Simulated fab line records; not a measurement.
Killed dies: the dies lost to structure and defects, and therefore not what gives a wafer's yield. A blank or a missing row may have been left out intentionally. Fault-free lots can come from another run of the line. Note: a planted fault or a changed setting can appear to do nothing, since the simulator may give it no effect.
Which tool is to blame? + flow gf180mcu + 13 lots with 39 wafers sampled at 4 steps, on a route of 602 steps

WHAT THE GAUGES READ, wafer by wafer
GF_VT_IMPLANT_OVL_MEAS_40. Usual: for VT_IMPLANT_03_OVL the level is 0.4 nm and the standard deviation is 1.3.
| lot  | measured     | on         | VT_IMPLANT_03_OVL (nm) | flag |
|------|--------------|------------|------------------------|------|
| L319 | day 7 16:13  | overlay-01 | -1.9 -1.3 -2.0         |      |
| L320 | day 7 23:49  | overlay-01 | -0.2 0.4 0.4           |      |
| L321 | day 8 07:32  | overlay-02 | 1.5 -0.3 -0.4          |      |
| L325 | day 9 07:02  | overlay-01 | 1.3 1.0 -0.2           |      |
| L326 | day 9 12:38  | overlay-01 | 0.0 0.6 -0.1           |      |
| L327 | day 9 19:06  | overlay-01 | 1.2 0.4 1.2            |      |
| L328 | day 10 00:46 | overlay-02 | -1.7 -1.9 0.0          |      |
| L333 | day 11 11:56 | overlay-01 | 0.0 3.3 0.7            |      |
| L336 | day 12 11:05 | overlay-02 | 1.2 1.2 2.9            |      |
| L337 | day 12 16:06 | overlay-01 | -0.7 -1.2 1.0          |      |
| L339 | day 13 02:33 | overlay-01 | -0.3 -2.0 -0.9         |      |
| L341 | day 14 03:44 | overlay-01 | 3.2 2.3 3.1            |      |
| L342 | day 14 05:22 | overlay-02 | 1.9 1.1 1.1            |      |

GF_DUAL_GATE_THK_MEAS_03. Usual: for DUAL_GATE_OXIDATION_00_THK the level is 10.93 nm and the standard deviation is 0.22.
| lot  | measured     | on            | DUAL_GATE_OXIDATION_00_THK (nm) | flag |
|------|--------------|---------------|---------------------------------|------|
| L319 | day 7 20:24  | film_metro-01 | 11.08 11.09 11.08               |      |
| L320 | day 8 02:26  | film_metro-01 | 10.89 11.00 11.14               |      |
| L321 | day 8 10:08  | film_metro-02 | 10.76 10.74 10.72               |      |
| L325 | day 9 10:59  | film_metro-01 | 11.10 11.01 11.15               |      |
| L326 | day 9 15:58  | film_metro-02 | 11.32 11.21 11.30               |      |
| L327 | day 9 22:31  | film_metro-01 | 16.91 16.85 16.79               | OFF  |
| L328 | day 10 03:25 | film_metro-03 | 17.04 16.90 17.00               | OFF  |
| L333 | day 11 14:57 | film_metro-01 | 10.53 10.73 10.98               |      |
| L336 | day 12 14:38 | film_metro-03 | 10.95 11.04 10.91               |      |
| L337 | day 12 18:44 | film_metro-02 | 10.64 10.59 10.50               |      |
| L339 | day 13 05:46 | film_metro-01 | 10.64 10.83 10.97               |      |
| L341 | day 14 06:20 | film_metro-01 | 10.59 10.54 10.59               |      |
| L342 | day 14 07:58 | film_metro-01 | 10.86 10.87 10.63               |      |

GF_SALICIDE_THK_MEAS_05: measures by xrf. Usual: for SALICIDE_TIN_THK the level is 20.11 nm and the standard deviation is 0.26.
| lot  | measured     | on            | SALICIDE_TIN_THK (nm) | flag |
|------|--------------|---------------|-----------------------|------|
| L319 | day 15 11:02 | film_metro-04 | 20.14 20.35 20.12     |      |
| L320 | day 15 18:26 | film_metro-03 | 20.21 20.24 20.16     |      |
| L321 | day 16 02:40 | film_metro-04 | 20.09 20.46 20.26     |      |
| L325 | day 17 13:15 | film_metro-04 | 19.72 19.88 20.20     |      |
| L326 | day 17 19:46 | film_metro-04 | 20.30 20.09 20.12     |      |
| L327 | day 18 02:14 | film_metro-03 | 20.26 20.35 20.05     |      |
| L328 | day 18 07:58 | film_metro-04 | 19.96 19.82 19.87     |      |
| L333 | day 20 07:54 | film_metro-01 | 20.11 19.99 19.96     |      |
| L336 | day 21 10:02 | film_metro-04 | 20.07 20.11 20.11     |      |
| L337 | day 21 16:09 | film_metro-03 | 19.88 20.20 20.04     |      |
| L339 | day 22 05:00 | film_metro-01 | 19.63 19.49 19.50     |      |
| L341 | day 23 10:08 | film_metro-01 | 20.17 19.86 20.14     |      |
| L342 | day 23 13:01 | film_metro-04 | 20.23 20.39 20.25     |      |

WHICH TOOL RAN EACH LOT (tool, then ch and the chambers of the sampled wafers, then the start)
| lot  | GF_DUAL_GATE_OXIDATION_02     |
|------|-------------------------------|
| L319 | furnace-01 ch 0, day 7 18:58  |
| L320 | furnace-01 ch 0, day 8 00:59  |
| L321 | furnace-01 ch 0, day 8 08:41  |
| L325 | furnace-01 ch 0, day 9 09:31  |
| L326 | furnace-01 ch 0, day 9 14:31  |
| L327 | furnace-01 ch 0, day 9 21:04  |
| L328 | furnace-01 ch 0, day 10 01:56 |
| L333 | furnace-02 ch 0, day 11 13:31 |
| L336 | furnace-02 ch 0, day 12 13:10 |
| L337 | furnace-02 ch 0, day 12 17:17 |
| L339 | furnace-02 ch 0, day 13 04:19 |
| L341 | furnace-02 ch 0, day 14 04:53 |
| L342 | furnace-02 ch 0, day 14 06:31 |
- GF_DUAL_GATE_OXIDATION_02: stabilise 600 s, purge 300 s, target thk 10.887 nm.

WHAT THE TOOLS THEMSELVES READ (means of the sampled wafers that have a number; where no wafer has one, the mark that the record gives instead)
GF_DUAL_GATE_OXIDATION_02. Usual: spike_tc_top_C 915.2 C, standard deviation 1.3; tube_center_temp_C_max 902.2, standard deviation 0.36.
| lot  | tool       | spike_tc_top_C (C) | tube_center_temp_C_max | flag |
|------|------------|--------------------|------------------------|------|
| L319 | furnace-01 | 916.7              | 902.3                  |      |
| L320 | furnace-01 | 915.8              | 902.0                  |      |
| L321 | furnace-01 | 915.5              | 902.7                  |      |
| L325 | furnace-01 | 915.6              | 902.1                  |      |
| L326 | furnace-01 | 917.0              | 902.4                  |      |
| L327 | furnace-01 | 915.7              | 902.3                  |      |
| L328 | furnace-01 | 916.2              | 902.2                  |      |
| L333 | furnace-02 | 913.9              | 902.3                  |      |
| L336 | furnace-02 | 913.8              | 902.6                  |      |
| L337 | furnace-02 | 914.6              | 902.2                  |      |
| L339 | furnace-02 | 913.5              | 902.1                  |      |
| L341 | furnace-02 | 913.3              | 902.1                  |      |
| L342 | furnace-02 | 915.1              | 902.0                  |      |

THE ANSWER, worked out from the rows above alone
Rule: lot off if the mean of its wafers having a number is beyond 3 standard deviations from the usual mean. A lot without any number at a reading at which 4 lots or more have one is off too. All remaining lots with rows at the step are treated as sound. The gauges are gone through in route order, then the tools' own readings, and for those a lot's mean is taken as printed above. At the first step where some lot is off, the reading lying furthest off is the one used; lots without a number count as furthest.
Off: at GF_DUAL_GATE_THK_MEAS_03 (DUAL_GATE_OXIDATION_00_THK), L327, L328.
If a tool, at a process step before that reading, ran all the lots that are off and no sound lot after the first of them, it fits. The gauges at GF_DUAL_GATE_THK_MEAS_03 are tried like those tools. One fits: GF_DUAL_GATE_OXIDATION_02 on furnace-01. A fault onset in the window from L326 (day 9 14:31, its last sound lot) to L327 (day 9 21:04, its first lot off) fits.

WHAT THE SIMULATOR PUT IN
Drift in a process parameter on furnace-01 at GF_DUAL_GATE_OXIDATION_02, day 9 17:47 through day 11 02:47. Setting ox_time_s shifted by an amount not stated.
Lots struck among those shown: L327, L328. The rule given above showed the same thing.
